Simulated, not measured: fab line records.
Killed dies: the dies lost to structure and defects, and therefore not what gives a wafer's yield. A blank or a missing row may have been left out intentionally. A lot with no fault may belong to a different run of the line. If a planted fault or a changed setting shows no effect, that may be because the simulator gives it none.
Which tool did it? -- flow gf180mcu -- 24 lots, 72 wafers sampled, at 6 steps of a route of 602

WHAT THE GAUGES SHOWED, per wafer
GF_M5_OVL_MEAS_08.
lot,measured,on,M5_OVL (nm)
L074,day 26 00:41,overlay-01,-1 6 1
L075,day 26 06:20,overlay-02,3 7 0
L076,day 26 17:06,overlay-01,7 11 6
L077,day 26 23:49,overlay-02,4 4 2
L078,day 27 10:01,overlay-02,4 7 7
L079,day 27 16:03,overlay-01,8 3 -2
L080,day 28 05:07,overlay-02,-1 6 0
L081,day 28 17:13,overlay-02,12 7 5
L082,day 28 22:06,overlay-02,4 4 0
L083,day 29 05:29,overlay-02,7 9 2
L084,day 29 11:55,overlay-01,3 5 1
L085,day 29 19:19,overlay-01,-4 -3 1
L086,day 30 02:51,overlay-02,15 13 8
L087,day 30 11:01,overlay-02,5 7 11
L088,day 30 20:34,overlay-01,-5 -2 -1
L089,day 31 04:41,overlay-01,-1 0 1
L090,day 31 10:28,overlay-01,-1 -1 -2
L091,day 31 12:59,overlay-02,2 2 -4
L092,day 31 19:32,overlay-02,12 6 9
L093,day 32 01:19,overlay-01,12 12 8
L094,day 32 02:22,overlay-02,-3 -4 -5
L095,day 32 10:22,overlay-02,11 4 3
L097,day 32 15:49,overlay-01,-1 4 2
L096,day 32 20:40,overlay-01,0 -4 3

GF_V5_THK_MEAS_03.
lot,measured,on,V5_CVD_02_THK (nm)
L074,day 26 01:38,film metro-02,1441 1457 1487
L075,day 26 07:16,film metro-01,1432 1420 1458
L076,day 26 18:10,film metro-04,1437 1429 1464
L077,day 27 00:44,film metro-04,1435 1439 1444
L078,day 27 10:57,film metro-02,1430 1397 1442
L079,day 27 17:01,film metro-01,1444 1424 1443
L080,day 28 06:04,film metro-01,1426 1454 1444
L081,day 28 18:08,film metro-01,1442 1398 1480
L082,day 28 23:02,film metro-04,1476 1459 1454
L083,day 29 06:38,film metro-02,1443 1463 1480
L084,day 29 12:52,film metro-01,1440 1471 1463
L085,day 29 20:17,film metro-04,1436 1455 1459
L086,day 30 03:49,film metro-01,1418 1446 1459
L087,day 30 11:58,film metro-02,1415 1466 1441
L088,day 30 21:33,film metro-01,1441 1402 1438
L089,day 31 05:41,film metro-02,1444 1449 1430
L090,day 31 11:32,film metro-04,1437 1433 1478
L091,day 31 14:08,film metro-01,1437 1457 1433
L092,day 31 20:29,film metro-01,1472 1432 1466
L093,day 32 02:16,film metro-04,1441 1463 1438
L094,day 32 03:19,film metro-01,1413 1468 1474
L095,day 32 11:18,film metro-01,1420 1417 1443
L097,day 32 16:50,film metro-02,1450 1441 1468
L096,day 32 21:41,film metro-04,1435 1472 1478

GF_V5_OVL_MEAS_15.
lot,measured,on,V5_OVL (nm)
L074,day 26 22:59,overlay-02,8 12 10
L075,day 27 04:23,overlay-02,15 8 13
L076,day 27 15:07,overlay-02,5 8 2
L077,day 27 21:18,overlay-02,9 6 12
L078,day 28 07:06,overlay-01,8 2 1
L079,day 28 13:39,overlay-02,-7 -13 -5
L080,day 29 01:51,overlay-02,5 1 1
L081,day 29 12:28,overlay-02,0 -6 3
L082,day 29 19:02,overlay-02,-1 5 8
L083,day 30 02:08,overlay-02,10 9 11
L084,day 30 08:02,overlay-01,-1 4 -3
L085,day 30 14:32,overlay-02,-6 -6 9
L086,day 30 22:19,overlay-02,2 6 6
L087,day 31 05:47,overlay-01,-3 -3 -2
L088,day 31 15:16,overlay-02,3 8 2
L089,day 31 23:37,overlay-01,11 12 9
L090,day 32 05:22,overlay-01,-8 -6 -8
L091,day 32 08:10,overlay-01,8 -4 2
L092,day 32 13:51,overlay-01,0 -5 -4
L093,day 32 19:22,overlay-01,-7 -8 2
L094,day 32 20:29,overlay-02,-6 -6 -10
L095,day 33 03:51,overlay-02,7 1 8
L097,day 33 09:34,overlay-01,5 6 0
L096,day 33 13:41,overlay-01,6 2 9

GF_TOP_METAL_THK_MEAS_06: measures by xrf.
lot,measured,on,TOP_METAL_ALCU_THK (nm)
L074,day 27 00:44,film metro-03,895 887 898
L075,day 27 06:08,film metro-01,899 898 899
L076,day 27 16:55,film metro-04,881 879 885
L077,day 27 23:04,film metro-03,880 899 905
L078,day 28 08:53,film metro-04,899 909 910
L079,day 28 15:47,film metro-01,891 900 896
L080,day 29 03:38,film metro-01,868 870 872
L081,day 29 14:14,film metro-01,881 873 878
L082,day 29 20:48,film metro-03,909 900 915
L083,day 30 03:53,film metro-04,897 891 904
L084,day 30 09:50,film metro-03,896 885 898
L085,day 30 16:17,film metro-01,914 896 906
L086,day 31 00:07,film metro-04,890 884 881
L087,day 31 07:36,film metro-03,897 901 904
L088,day 31 17:04,film metro-04,890 902 891
L089,day 32 01:22,film metro-01,894 903 892
L090,day 32 07:08,film metro-04,908 911 900
L091,day 32 10:26,film metro-01,890 888 879
L092,day 32 15:39,film metro-03,887 885 900
L093,day 32 21:09,film metro-03,913 913 913
L094,day 32 22:19,film metro-01,882 886 876
L095,day 33 06:20,film metro-04,883 906 894
L097,day 33 11:21,film metro-01,891 887 886
L096,day 33 15:29,film metro-03,895 901 889

GF_PASSIVATION_BOW_MEAS_14.
lot,measured,on,PASSIVATION_BOW (um)
L074,day 28 19:38,film metro-02,145 137 138
L075,day 29 02:04,film metro-03,133 127 124
L076,day 29 10:10,film metro-03,124 125 131
L077,day 29 15:40,film metro-02,153 139 141
L078,day 30 01:49,film metro-03,137 140 140
L079,day 30 07:55,film metro-02,122 137 136
L080,day 30 19:25,film metro-04,129 143 135
L081,day 31 05:25,film metro-04,139 138 137
L082,day 31 10:53,film metro-02,138 136 132
L083,day 31 18:44,film metro-03,139 141 150
L084,day 32 00:04,film metro-02,144 147 138
L085,day 32 05:37,film metro-03,147 146 144
L086,day 32 13:02,film metro-04,120 119 127
L087,day 32 19:56,film metro-04,117 120 111
L088,day 33 04:46,film metro-03,142 153 142
L089,day 33 12:32,film metro-02,127 122 134
L090,day 33 17:19,film metro-03,137 137 115
L091,day 33 21:32,film metro-04,143 141 128
L092,day 34 02:16,film metro-04,132 135 140
L093,day 34 06:47,film metro-03,113 135 120
L094,day 34 08:02,film metro-02,149 153 151
L095,day 34 15:41,film metro-02,148 137 156
L097,day 34 20:59,film metro-03,118 136 129
L096,day 35 00:02,film metro-02,125 119 130

TOOL THAT RAN EACH LOT (tool first, then ch and the chambers of the sampled wafers, then the start)
lot,GF_V5_CMP_26
L074,"cmp-01 ch 1,2, day 27 00:05"
L075,"cmp-02 ch 0,1,2, day 27 05:38"
L076,"cmp-01 ch 1,2,3, day 27 16:16"
L077,"cmp-02 ch 0,3, day 27 22:25"
L078,"cmp-02 ch 0,1,2, day 28 08:14"
L079,"cmp-02 ch 0,1,2, day 28 15:09"
L080,"cmp-02 ch 0,1,3, day 29 03:05"
L081,"cmp-02 ch 1,2,3, day 29 13:38"
L082,"cmp-01 ch 1,3, day 29 20:10"
L083,"cmp-02 ch 1,2,3, day 30 03:17"
L084,"cmp-02 ch 0,1, day 30 09:11"
L085,"cmp-01 ch 0,1,2, day 30 15:38"
L086,"cmp-02 ch 0,1,3, day 30 23:34"
L087,"cmp-02 ch 0,3, day 31 06:58"
L088,"cmp-02 ch 0,1, day 31 16:26"
L089,"cmp-01 ch 0,1,2, day 32 00:43"
L090,"cmp-01 ch 1,2,3, day 32 06:32"
L091,"cmp-02 ch 1,2,3, day 32 09:56"
L092,"cmp-01 ch 0,1,2, day 32 15:03"
L093,"cmp-01 ch 2,3, day 32 20:29"
L094,"cmp-02 ch 1,2, day 32 21:43"
L095,"cmp-02 ch 1,2, day 33 05:44"
L097,"cmp-02 ch 1,2, day 33 10:42"
L096,"cmp-02 ch 0,2, day 33 14:53"
- GF_V5_CMP_26: polishes, stops on SiO2, t overpolish 15 s, target thk 0 nm.

AS READ BY THE TOOLS THEMSELVES (means over the sampled wafers that have a number; for cases with no such wafer, the mark the record gives instead)
GF_V5_CMP_26.
lot,tool,motor current A (A),overpolish run s (s),time to endpoint s (s)
L074,cmp-01,12.1,14.997,86.1
L075,cmp-02,12.5,14.997,83.8
L076,cmp-01,12.1,15.001,84.7
L077,cmp-02,9.6,15.004,86.4
L078,cmp-02,11.7,15.003,89.1
L079,cmp-02,12.1,15.007,88.3
L080,cmp-02,10.9,14.991,88.8
L081,cmp-02,11.5,14.996,85.0
L082,cmp-01,11.4,15.000,90.8
L083,cmp-02,11.1,15.009,83.8
L084,cmp-02,11.5,15.003,85.6
L085,cmp-01,12.2,15.000,81.6
L086,cmp-02,10.9,14.995,85.8
L087,cmp-02,9.4,15.005,86.5
L088,cmp-02,11.9,14.998,84.5
L089,cmp-01,12.7,15.003,82.9
L090,cmp-01,11.8,15.001,85.5
L091,cmp-02,11.4,15.002,87.4
L092,cmp-01,12.6,15.002,81.9
L093,cmp-01,12.5,14.992,87.0
L094,cmp-02,12.7,15.003,87.5
L095,cmp-02,12.9,14.996,84.3
L097,cmp-02,12.3,14.989,89.6
L096,cmp-02,11.5,15.002,86.2

THE ANSWER, worked out from the rows above alone
Rule: usual is defined by the lots themselves. Put in order of their means at a reading, lots are off if they are a third of the lots or fewer, leave a main group of 4 or more, and stand apart from it by a gap of 3 or more times the standard deviation of the main group's means; of several such gaps the widest counts. A main group whose means are all the same, to the digits that the tables above print for the reading, isn't used. A lot without any number at a reading at which 4 lots or more have one is off too. All remaining lots with rows at the step are treated as sound. First the gauges in route order, then the tools' own readings, where a lot's mean is used as printed above. The first step at which some lot is off is used, and at that step the reading that is off furthest; a lot without a number counts as furthest.
No lot is off at any reading shown: from this, nothing can be told.

WHAT HAD BEEN PUT IN BY THE SIMULATOR
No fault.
